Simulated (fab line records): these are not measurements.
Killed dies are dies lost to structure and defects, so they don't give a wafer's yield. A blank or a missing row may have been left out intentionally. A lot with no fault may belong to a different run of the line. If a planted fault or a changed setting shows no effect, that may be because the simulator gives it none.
Which tool did it? + flow sky130 + 72 wafers from 24 lots sampled at 6 of the route's 708 steps

WHAT THE GAUGES SHOWED, per wafer
SKY_CAP2M_RS_MEAS_03: a four-point-probe measurement. Usual: for CAP2M_TIN_RS the level is 6.91 ohm/sq and the standard deviation is 0.079.
| lot  | measured     | on           | CAP2M_TIN_RS (ohm/sq) | flag |
|------|--------------|--------------|-----------------------|------|
| L074 | day 39 16:38 | filmMetro-02 | 6.83 6.81 6.88        |      |
| L075 | day 39 15:11 | filmMetro-03 | 6.83 6.84 6.89        |      |
| L076 | day 40 00:51 | filmMetro-02 | 6.90 6.89 7.01        |      |
| L077 | day 40 05:28 | filmMetro-03 | 7.01 6.96 6.88        |      |
| L078 | day 40 12:08 | filmMetro-01 | 6.89 6.97 6.98        |      |
| L079 | day 40 22:07 | filmMetro-01 | 6.85 7.02 6.94        |      |
| L080 | day 41 03:59 | filmMetro-02 | 7.03 6.92 6.98        |      |
| L081 | day 42 01:45 | filmMetro-01 | 6.97 6.95 6.96        |      |
| L082 | day 42 04:19 | filmMetro-02 | 7.03 7.09 6.97        |      |
| L083 | day 42 05:36 | filmMetro-02 | 6.89 6.88 6.84        |      |
| L084 | day 42 14:34 | filmMetro-03 | 6.91 6.88 6.90        |      |
| L085 | day 42 16:52 | filmMetro-02 | 6.93 6.87 7.00        |      |
| L087 | day 43 17:24 | filmMetro-02 | 6.83 6.85 6.88        |      |
| L086 | day 43 18:35 | filmMetro-02 | 6.82 6.80 6.82        |      |
| L088 | day 43 20:51 | filmMetro-01 | 7.02 6.97 7.01        |      |
| L089 | day 44 07:59 | filmMetro-02 | 7.02 7.02 6.96        |      |
| L092 | day 44 10:06 | filmMetro-03 | 6.91 6.92 6.89        |      |
| L090 | day 44 12:43 | filmMetro-01 | 6.88 6.87 6.86        |      |
| L091 | day 44 13:45 | filmMetro-03 | 6.90 6.89 6.96        |      |
| L093 | day 44 16:42 | filmMetro-02 | 6.84 6.99 6.92        |      |
| L094 | day 44 21:17 | filmMetro-02 | 6.95 6.95 6.91        |      |
| L095 | day 45 06:01 | filmMetro-01 | 6.90 6.92 7.07        |      |
| L096 | day 45 13:43 | filmMetro-01 | 6.85 6.85 6.90        |      |
| L097 | day 45 21:24 | filmMetro-03 | 6.67 6.72 6.68        |      |

SKY_VIA4_BOW_MEAS_03. Usual: for VIA4_BOW the level is 79 um and the standard deviation is 8.3.
| lot  | measured     | on           | VIA4_BOW (um) | flag |
|------|--------------|--------------|---------------|------|
| L074 | day 41 19:34 | filmMetro-01 | 81 72 77      |      |
| L075 | day 41 17:10 | filmMetro-03 | 78 86 103     |      |
| L076 | day 42 02:48 | filmMetro-01 | 79 76 84      |      |
| L077 | day 42 06:22 | filmMetro-01 | 89 101 85     |      |
| L078 | day 42 12:52 | filmMetro-03 | 74 69 84      |      |
| L079 | day 42 22:22 | filmMetro-03 | 88 68 80      |      |
| L080 | day 43 03:28 | filmMetro-03 | 85 78 83      |      |
| L081 | day 44 02:23 | filmMetro-03 | 66 87 70      |      |
| L082 | day 44 04:13 | filmMetro-01 | 87 81 81      |      |
| L083 | day 44 05:42 | filmMetro-01 | 82 63 86      |      |
| L084 | day 44 14:48 | filmMetro-03 | 91 79 69      |      |
| L085 | day 44 17:19 | filmMetro-03 | 77 83 69      |      |
| L087 | day 45 15:32 | filmMetro-01 | 54 82 85      |      |
| L086 | day 45 17:00 | filmMetro-03 | 78 77 83      |      |
| L088 | day 45 18:37 | filmMetro-04 | 76 67 70      |      |
| L089 | day 46 05:39 | filmMetro-04 | 84 70 66      |      |
| L092 | day 46 07:09 | filmMetro-01 | 78 81 68      |      |
| L090 | day 46 08:47 | filmMetro-04 | 69 74 66      |      |
| L091 | day 46 10:43 | filmMetro-01 | 84 82 81      |      |
| L093 | day 46 12:30 | filmMetro-03 | 78 74 79      |      |
| L094 | day 46 16:58 | filmMetro-04 | 66 76 76      |      |
| L095 | day 47 01:21 | filmMetro-01 | 91 95 83      |      |
| L096 | day 47 08:32 | filmMetro-03 | 86 82 80      |      |
| L097 | day 47 14:14 | filmMetro-01 | 67 84 79      |      |

SKY_PAD_OPEN_BOW_MEAS_13. Usual: for PAD_OPEN_BOW the level is 46 um and the standard deviation is 8.3.
| lot  | measured     | on           | PAD_OPEN_BOW (um) | flag |
|------|--------------|--------------|-------------------|------|
| L074 | day 45 17:16 | filmMetro-03 | 50 39 46          |      |
| L075 | day 45 15:07 | filmMetro-03 | 45 54 70          |      |
| L076 | day 46 01:40 | filmMetro-03 | 46 41 51          |      |
| L077 | day 46 03:46 | filmMetro-02 | 54 67 50          |      |
| L078 | day 46 09:07 | filmMetro-03 | 35 32 46          |      |
| L079 | day 46 17:43 | filmMetro-02 | 54 35 46          |      |
| L080 | day 46 22:37 | filmMetro-03 | 48 42 44          |      |
| L081 | day 47 18:10 | filmMetro-03 | 31 52 34          |      |
| L082 | day 47 19:52 | filmMetro-02 | 55 50 50          |      |
| L083 | day 47 21:35 | filmMetro-03 | 51 35 57          |      |
| L084 | day 48 04:17 | filmMetro-03 | 59 47 38          |      |
| L085 | day 48 06:31 | filmMetro-03 | 46 52 37          |      |
| L087 | day 49 01:04 | filmMetro-02 | 19 48 51          |      |
| L086 | day 49 03:20 | filmMetro-02 | 46 43 48          |      |
| L088 | day 49 04:51 | filmMetro-02 | 56 47 50          |      |
| L089 | day 49 14:14 | filmMetro-03 | 54 39 36          |      |
| L092 | day 49 15:56 | filmMetro-03 | 46 49 36          |      |
| L090 | day 49 16:38 | filmMetro-01 | 42 47 40          |      |
| L091 | day 49 19:22 | filmMetro-02 | 47 45 41          |      |
| L093 | day 49 20:21 | filmMetro-03 | 41 39 43          |      |
| L094 | day 49 23:43 | filmMetro-01 | 33 42 41          |      |
| L095 | day 50 04:56 | filmMetro-01 | 58 62 48          |      |
| L096 | day 50 12:02 | filmMetro-01 | 55 51 48          |      |
| L097 | day 50 16:03 | filmMetro-02 | 38 54 48          |      |

WHAT TOOL EACH LOT RAN ON (gives the tool, then ch and the chambers of the sampled wafers, and finally the start)
| lot  | SKY_METAL1_SPUTTER_01       | SKY_VIA3_ETCH_15                  | SKY_CAP2M_METAL_ETCH_13          |
|------|-----------------------------|-----------------------------------|----------------------------------|
| L074 | pvdSputter-04, day 31 13:58 | rieDiel-03 ch 0,1, day 39 14:58   | rieMetal-04 ch 0,1, day 40 17:12 |
| L075 | pvdSputter-02, day 31 13:59 | rieDiel-04 ch 0,2,3, day 39 13:22 | rieMetal-01 ch 0,1, day 40 15:57 |
| L076 | pvdSputter-03, day 32 00:23 | rieDiel-01 ch 0,1, day 39 23:05   | rieMetal-01 ch 0,1, day 41 00:47 |
| L077 | pvdSputter-04, day 32 04:13 | rieDiel-03 ch 0,2,3, day 40 03:44 | rieMetal-04 ch 0,1, day 41 05:26 |
| L078 | pvdSputter-02, day 32 08:34 | rieDiel-04 ch 0,2,3, day 40 10:04 | rieMetal-04 ch 0,1, day 41 11:13 |
| L079 | pvdSputter-03, day 32 21:34 | rieDiel-04 ch 2,3, day 40 20:25   | rieMetal-04 ch 0,1, day 41 21:33 |
| L080 | pvdSputter-04, day 33 05:42 | rieDiel-03 ch 0,2,3, day 41 02:14 | rieMetal-03 ch 0,1, day 42 03:05 |
| L081 | pvdSputter-03, day 34 05:17 | rieDiel-03 ch 0,3, day 42 00:04   | rieMetal-03 ch 0,1, day 43 00:58 |
| L082 | pvdSputter-03, day 34 12:13 | rieDiel-04 ch 1,2,3, day 42 02:37 | rieMetal-04 ch 0,1, day 43 02:51 |
| L083 | pvdSputter-03, day 34 12:56 | rieDiel-04 ch 0,1,2, day 42 03:53 | rieMetal-03 ch 0,1, day 43 04:24 |
| L084 | pvdSputter-04, day 34 21:07 | rieDiel-04 ch 0,1,3, day 42 12:52 | rieMetal-01 ch 1, day 43 13:25   |
| L085 | pvdSputter-04, day 35 01:02 | rieDiel-01 ch 0,1,2, day 42 15:08 | rieMetal-01 ch 1, day 43 15:36   |
| L087 | pvdSputter-02, day 36 05:00 | rieDiel-03 ch 0,1,3, day 43 15:22 | rieMetal-04 ch 0,1, day 44 16:19 |
| L086 | pvdSputter-03, day 36 06:10 | rieDiel-01 ch 1,2,3, day 43 16:49 | rieMetal-03 ch 0,1, day 44 17:13 |
| L088 | pvdSputter-03, day 36 09:09 | rieDiel-03 ch 0,2, day 43 19:04   | rieMetal-04 ch 0,1, day 44 18:36 |
| L089 | pvdSputter-03, day 36 19:21 | rieDiel-04 ch 2,3, day 44 06:16   | rieMetal-01 ch 0,1, day 45 06:30 |
| L092 | pvdSputter-04, day 36 22:05 | rieDiel-04 ch 0,1, day 44 08:25   | rieMetal-01 ch 0,1, day 45 07:27 |
| L090 | pvdSputter-04, day 37 00:03 | rieDiel-01 ch 0,1,3, day 44 10:59 | rieMetal-01 ch 0,1, day 45 09:48 |
| L091 | pvdSputter-02, day 37 02:55 | rieDiel-03 ch 1,2,3, day 44 12:02 | rieMetal-01 ch 0,1, day 45 11:27 |
| L093 | pvdSputter-04, day 37 07:30 | rieDiel-01 ch 1,2,3, day 44 14:58 | rieMetal-01 ch 0,1, day 45 13:30 |
| L094 | pvdSputter-03, day 37 13:21 | rieDiel-03 ch 2,3, day 44 19:37   | rieMetal-01 ch 0,1, day 45 18:24 |
| L095 | pvdSputter-02, day 37 23:37 | rieDiel-01 ch 1,2,3, day 45 04:14 | rieMetal-03 ch 0,1, day 46 02:43 |
| L096 | pvdSputter-02, day 38 10:02 | rieDiel-01 ch 0,1,3, day 45 11:58 | rieMetal-04 ch 0,1, day 46 10:24 |
| L097 | pvdSputter-03, day 38 13:54 | rieDiel-03 ch 0,2,3, day 45 19:37 | rieMetal-04 ch 0,1, day 46 17:15 |
- SKY_METAL1_SPUTTER_01: material TiN, target thk 20 nm, time 16.7 s.
- SKY_VIA3_ETCH_15: etches SiO2 in C4F8/O2/Ar, stops on TiN, target depth 507 nm, time 78 s.
- SKY_CAP2M_METAL_ETCH_13: etches TiN in Cl2/BCl3, stops on SiO2, target depth 220 nm, time 62.9 s.

AS READ BY THE TOOLS THEMSELVES (means over the sampled wafers that have a number; for cases with no such wafer, the mark the record gives instead)
SKY_METAL1_SPUTTER_01. Usual: throttleValvePct at 30.1 %, with a standard deviation of 1.4.
| lot  | tool          | throttleValvePct (%) | flag |
|------|---------------|----------------------|------|
| L074 | pvdSputter-04 | 30.9                 |      |
| L075 | pvdSputter-02 | 29.7                 |      |
| L076 | pvdSputter-03 | 30.9                 |      |
| L077 | pvdSputter-04 | 30.8                 |      |
| L078 | pvdSputter-02 | 29.5                 |      |
| L079 | pvdSputter-03 | 29.0                 |      |
| L080 | pvdSputter-04 | 30.8                 |      |
| L081 | pvdSputter-03 | 29.9                 |      |
| L082 | pvdSputter-03 | 29.2                 |      |
| L083 | pvdSputter-03 | 30.7                 |      |
| L084 | pvdSputter-04 | 30.7                 |      |
| L085 | pvdSputter-04 | 30.8                 |      |
| L087 | pvdSputter-02 | 29.8                 |      |
| L086 | pvdSputter-03 | 29.1                 |      |
| L088 | pvdSputter-03 | 29.1                 |      |
| L089 | pvdSputter-03 | 29.8                 |      |
| L092 | pvdSputter-04 | 30.7                 |      |
| L090 | pvdSputter-04 | 30.6                 |      |
| L091 | pvdSputter-02 | 29.8                 |      |
| L093 | pvdSputter-04 | 30.6                 |      |
| L094 | pvdSputter-03 | 29.2                 |      |
| L095 | pvdSputter-02 | 30.2                 |      |
| L096 | pvdSputter-02 | 30.0                 |      |
| L097 | pvdSputter-03 | 28.0                 |      |

SKY_VIA3_ETCH_15. Usual: chamberPressureMTorr 40.00 mTorr, standard deviation 0.037; oesProductAu 0.945 a.u., standard deviation 0.0047.
| lot  | tool       | chamberPressureMTorr (mTorr) | oesProductAu (a.u.) | flag |
|------|------------|------------------------------|---------------------|------|
| L074 | rieDiel-03 | 39.96                        | 0.944               |      |
| L075 | rieDiel-04 | 40.01                        | 0.948               |      |
| L076 | rieDiel-01 | 39.97                        | 0.946               |      |
| L077 | rieDiel-03 | 40.04                        | 0.946               |      |
| L078 | rieDiel-04 | 39.97                        | 0.948               |      |
| L079 | rieDiel-04 | 40.00                        | 0.944               |      |
| L080 | rieDiel-03 | 39.98                        | 0.944               |      |
| L081 | rieDiel-03 | 40.04                        | 0.946               |      |
| L082 | rieDiel-04 | 39.98                        | 0.943               |      |
| L083 | rieDiel-04 | 40.01                        | 0.944               |      |
| L084 | rieDiel-04 | 39.98                        | 0.942               |      |
| L085 | rieDiel-01 | 39.98                        | 0.946               |      |
| L087 | rieDiel-03 | 39.99                        | 0.944               |      |
| L086 | rieDiel-01 | 40.02                        | 0.943               |      |
| L088 | rieDiel-03 | 40.00                        | 0.943               |      |
| L089 | rieDiel-04 | 40.02                        | 0.948               |      |
| L092 | rieDiel-04 | 40.00                        | 0.948               |      |
| L090 | rieDiel-01 | 40.03                        | 0.945               |      |
| L091 | rieDiel-03 | 40.00                        | 0.948               |      |
| L093 | rieDiel-01 | 40.00                        | 0.947               |      |
| L094 | rieDiel-03 | 40.01                        | 0.947               |      |
| L095 | rieDiel-01 | 39.99                        | 0.950               |      |
| L096 | rieDiel-01 | 39.96                        | 0.946               |      |
| L097 | rieDiel-03 | 40.02                        | 0.945               |      |

SKY_CAP2M_METAL_ETCH_13. Usual: chamberPressureMTorr 10.000 mTorr, standard deviation 0.01; drypumpMotorCurrentA 5.65 A, standard deviation 0.23; oesProductAu 0.941 a.u., standard deviation 0.0077; throttleValvePct 21.901 %, standard deviation 0.01.
| lot  | tool        | chamberPressureMTorr (mTorr) | drypumpMotorCurrentA (A) | oesProductAu (a.u.) | throttleValvePct (%) | flag |
|------|-------------|------------------------------|--------------------------|---------------------|----------------------|------|
| L074 | rieMetal-04 | 9.995                        | 5.51                     | 0.952               | 21.898               |      |
| L075 | rieMetal-01 | 10.010                       | 5.71                     | 0.938               | 21.893               |      |
| L076 | rieMetal-01 | 9.998                        | 5.70                     | 0.940               | 21.899               |      |
| L077 | rieMetal-04 | 10.001                       | 5.77                     | 0.935               | 21.913               |      |
| L078 | rieMetal-04 | 10.005                       | 5.77                     | 0.938               | 21.902               |      |
| L079 | rieMetal-04 | 9.998                        | 5.74                     | 0.936               | 21.898               |      |
| L080 | rieMetal-03 | 9.994                        | 5.64                     | 0.931               | 21.911               |      |
| L081 | rieMetal-03 | 10.005                       | 5.63                     | 0.940               | 21.906               |      |
| L082 | rieMetal-04 | 10.001                       | 5.75                     | 0.931               | 21.906               |      |
| L083 | rieMetal-03 | 9.993                        | 5.60                     | 0.944               | 21.905               |      |
| L084 | rieMetal-01 | 10.004                       | 5.62                     | 0.941               | 21.906               |      |
| L085 | rieMetal-01 | 10.002                       | 5.61                     | 0.942               | 21.906               |      |
| L087 | rieMetal-04 | 9.995                        | 5.51                     | 0.952               | 21.898               |      |
| L086 | rieMetal-03 | 10.006                       | 5.66                     | 0.948               | 21.894               |      |
| L088 | rieMetal-04 | 10.003                       | 5.75                     | 0.936               | 21.906               |      |
| L089 | rieMetal-01 | 10.000                       | 5.70                     | 0.934               | 21.898               |      |
| L092 | rieMetal-01 | 10.005                       | 5.71                     | 0.938               | 21.907               |      |
| L090 | rieMetal-01 | 9.999                        | 5.72                     | 0.945               | 21.902               |      |
| L091 | rieMetal-01 | 10.006                       | 5.67                     | 0.939               | 21.908               |      |
| L093 | rieMetal-01 | 10.008                       | 5.72                     | 0.937               | 21.899               |      |
| L094 | rieMetal-01 | 9.994                        | 5.66                     | 0.941               | 21.905               |      |
| L095 | rieMetal-03 | 9.995                        | 5.62                     | 0.936               | 21.909               |      |
| L096 | rieMetal-04 | 9.994                        | 5.53                     | 0.946               | 21.895               |      |
| L097 | rieMetal-04 | 10.002                       | 5.76                     | 0.962               | 21.890               |      |

THE ANSWER, worked out from the rows above alone
Rule: lot off if the mean of its wafers having a number is beyond 3 standard deviations from the usual mean. A lot without any number at a reading at which 4 lots or more have one is off too. All remaining lots with rows at the step are treated as sound. Order of review: gauges by route order, followed by the tools' own readings, for which a lot's mean as printed above is used. The first step at which some lot is off is used, and at that step the reading that is off furthest; a lot without a number counts as furthest.
Across all readings shown, no lot is off: no conclusion can be drawn from this.

WHAT HAD BEEN PUT IN BY THE SIMULATOR
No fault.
